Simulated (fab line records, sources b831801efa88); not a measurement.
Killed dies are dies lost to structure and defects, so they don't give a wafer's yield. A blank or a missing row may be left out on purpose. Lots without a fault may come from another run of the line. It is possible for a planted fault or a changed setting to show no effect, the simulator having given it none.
A struck lot beside a sound one || flow sfq-line || 14 steps out of a route of 325
Sound: the wafers L549.2, L549.3, L549.4. Wafers struck: L537.3, L537.4, L537.5. The cause is named last.
Order at every step that has rows: each side's tool, ch and its chambers, its first start. Under that, the readings that differ: sound wafers || struck wafers || difference of the means || sigmas: that difference in standard deviations of wafers without a fault.
alike: words and numbers the same on both sides, and readings whose means are apart by under 2 such deviations; not compared: readings that were withheld, readings missing a value for some wafer, numbers with overlapping values and no deviation given by the record, and bounds like >300 which may hide the same value.
Wherever a step has rows on one side only, a row that says differs or no value, or a row with sigmas, the two part there. Numbers that don't overlap but have no deviation are shown without sigmas and don't part them. A reading that every wafer of one side lacks parts them only if that side has two wafers or more.

first, 6 steps without rows for these wafers: SFQ_TRILAYER_M1_LITHO_COAT_044 (resist thk 62 nm); SFQ_TRILAYER_M1_LITHO_COAT_039 (resist thk 600 nm); SFQ_TRILAYER_M1_LITHO_SOFTBAKE_043; SFQ_TRILAYER_M1_LITHO_EXPOSE_040 (exposes mask M1, target cd 500 nm); SFQ_TRILAYER_M1_LITHO_PEB_042 (peb time 60 s); SFQ_TRILAYER_M1_LITHO_DEVELOP_041 (time 60 s).
SFQ_M1_OVL_MEAS_911:
  sound: overlay-01 at day 22 21:22; struck: overlay-02 at day 16 07:52
  alike: M1_OVL
SFQ_TRILAYER_M1_BARC_OPEN_METAL_ETCH_054: etches BARC in O2, target depth 125 nm, time 41.7 s.
  sound on rie-metal-01 ch 0,1, day 22 21:24; struck on rie-metal-02 ch 0,1, day 16 07:54
  alike: drypump-motor-current-A, oes-product-au
  not compared: rf-hours-counter-h
SFQ_TRILAYER_M1_ETCH_METAL_ETCH_042: etches Nb in Cl2/Ar, stops on SiO2, target depth 240 nm, time 120 s.
  sound on rie-metal-01 ch 0,1, day 22 21:28; struck on rie-metal-02 ch 0,1, day 16 07:59
  alike: drypump-motor-current-A, oes-product-au
  not compared: rf-hours-counter-h
SFQ_TRILAYER_M1_STRIP_STRIP_043: strips in O2.
  sound on rie-metal-01 ch 0,1, day 22 21:35; struck on rie-metal-02 ch 0,1, day 16 08:16
  alike: drypump-motor-current-A, oes-product-au
  not compared: rf-hours-counter-h
then, 1 step without rows for these wafers: SFQ_TRILAYER_M1_STRIP_SOLV_CLEAN_044 (cleans in NMP, time 600 s).
SFQ_TRILAYER_I1_DEP_PECVD_045: deposits SiO2 from SiH4/N2O, time 111.11 s, target thk 500 nm.
  sound on pecvd-04 ch 0,2, day 22 22:22; struck on pecvd-04 ch 0,1,2, day 16 08:50
{"reading": "run-length-s (s)", "sound": "139.5 138.3 138.8", "struck": "165.6 166.4 167.5", "difference": "+27.6", "sigmas": "+46"}
{"reading": "model.SiO2_of_TRILAYER_I1_DEP_PECVD_045.thk-nm (nm)", "sound": "490.3 493.1 504.5", "struck": "628.5 635.9 634.3", "difference": "+136.9", "sigmas": ""}
  alike: heater-power-w, throttle-valve-pct
SFQ_TRILAYER_I1_CMP_CMP_046: polishes SiO2.
  sound on cmp-02 ch 0,2,3, day 23 00:41; struck on cmp-02 ch 0,1,3, day 16 21:49
{"reading": "time-to-endpoint-s (s)", "sound": "213 216 223", "struck": "292 304 302", "difference": "+82", "sigmas": "+13"}
  alike: head-pressure-psi, motor-current-A, retaining-ring-pressure-frac, slurry-flow-ml-min
SFQ_I1_BOW_MEAS_912:
  sound: film-metro-03 at day 23 03:43; struck: film-metro-04 at day 17 00:52
  alike: I1_BOW

WHERE THEY PART
First at SFQ_TRILAYER_I1_DEP_PECVD_045; last, within this record, at SFQ_TRILAYER_I1_CMP_CMP_046. Later steps at which nothing parts them and some readings are alike: SFQ_I1_BOW_MEAS_912.

WHY: the cause the simulator had injected
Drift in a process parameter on pecvd-04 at SFQ_TRILAYER_I1_DEP_PECVD_045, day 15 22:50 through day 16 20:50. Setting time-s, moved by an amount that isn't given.
